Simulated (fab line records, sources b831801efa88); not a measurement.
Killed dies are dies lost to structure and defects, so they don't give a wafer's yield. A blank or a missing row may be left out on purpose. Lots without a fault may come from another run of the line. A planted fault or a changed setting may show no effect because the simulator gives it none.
Which tool did it? | flow sky130 | 14 lots, 42 wafers sampled, at 2 steps of a route of 708

WHAT THE GAUGES READ, wafer by wafer
SKY_CAPM_THK_MEAS_01.
lot  | measured     | on            | CAPM_CVD_00_THK (nm)
L480 | day 36 10:32 | film_metro-03 | 15.31 15.24 15.58
L482 | day 37 11:56 | film_metro-02 | 15.22 15.43 15.88
L483 | day 37 14:02 | film_metro-02 | 15.41 15.38 15.07
L484 | day 37 21:14 | film_metro-03 | 15.48 15.16 15.84
L485 | day 38 07:52 | film_metro-02 | 15.97 15.90 15.69
L486 | day 38 09:49 | film_metro-02 | 15.16 15.01 15.29
L487 | day 38 21:47 | film_metro-01 | 15.33 15.74 15.89
L496 | day 41 13:20 | film_metro-03 | 15.43 15.17 15.27
L497 | day 41 18:43 | film_metro-03 | 15.28 15.34 15.28
L498 | day 41 23:55 | film_metro-01 | 15.40 15.39 15.80
L499 | day 42 02:34 | film_metro-03 | 15.19 15.23 15.41
L500 | day 42 09:49 | film_metro-03 | 15.24 15.38 15.66
L501 | day 42 15:01 | film_metro-03 | 15.78 15.59 15.63
L502 | day 42 20:23 | film_metro-02 | 15.13 15.59 15.44

SKY_CAPM_THK_MEAS_04: measures by xrf.
lot  | measured     | on            | CAPM_TIN_THK (nm)
L480 | day 36 10:49 | film_metro-02 | 196.6 197.0 197.6
L482 | day 37 12:13 | film_metro-03 | 197.0 193.7 195.2
L483 | day 37 14:20 | film_metro-01 | 193.9 197.8 195.3
L484 | day 37 21:31 | film_metro-02 | 197.4 199.7 194.1
L485 | day 38 08:09 | film_metro-01 | 194.6 193.8 193.1
L486 | day 38 10:06 | film_metro-03 | 194.0 195.4 195.9
L487 | day 38 22:04 | film_metro-03 | 199.9 199.5 192.6
L496 | day 41 13:37 | film_metro-02 | 199.7 196.2 198.1
L497 | day 41 19:01 | film_metro-02 | 199.6 199.1 197.8
L498 | day 42 00:13 | film_metro-03 | 193.7 192.1 195.1
L499 | day 42 02:52 | film_metro-01 | 192.6 195.5 194.5
L500 | day 42 10:07 | film_metro-01 | 198.7 194.0 194.3
L501 | day 42 15:18 | film_metro-01 | 194.9 193.8 194.5
L502 | day 42 20:41 | film_metro-01 | 198.3 197.8 197.6

WHICH TOOL RAN EACH LOT (tool, then ch and the chambers of the sampled wafers, then the start)
The record holds no process step before these readings.

WHAT THE TOOLS THEMSELVES READ (means of the sampled wafers that have a number; where no wafer has one, the mark that the record gives instead)
The record holds no such reading with a usual standard deviation.

THE ANSWER, worked out from the rows above alone
Rule: what is usual is taken from the lots themselves. Put in order of their means at a reading, lots are off if they are a third of the lots or fewer, leave a main group of 4 or more, and stand apart from it by a gap of 3 or more times the standard deviation of the main group's means; of several such gaps the widest counts. A main group whose means are all the same, to the digits that the tables above print for the reading, isn't used. A lot without any number at a reading at which 4 lots or more have one is off too. The other lots that the step has rows for count as sound. The gauges are gone through in route order, then the tools' own readings, and for those a lot's mean is taken as printed above. The first step at which some lot is off is used, and at that step the reading that is off furthest; a lot without a number counts as furthest.
No lot is off at any reading shown: from this, nothing can be told.

WHAT THE SIMULATOR HAD PUT IN
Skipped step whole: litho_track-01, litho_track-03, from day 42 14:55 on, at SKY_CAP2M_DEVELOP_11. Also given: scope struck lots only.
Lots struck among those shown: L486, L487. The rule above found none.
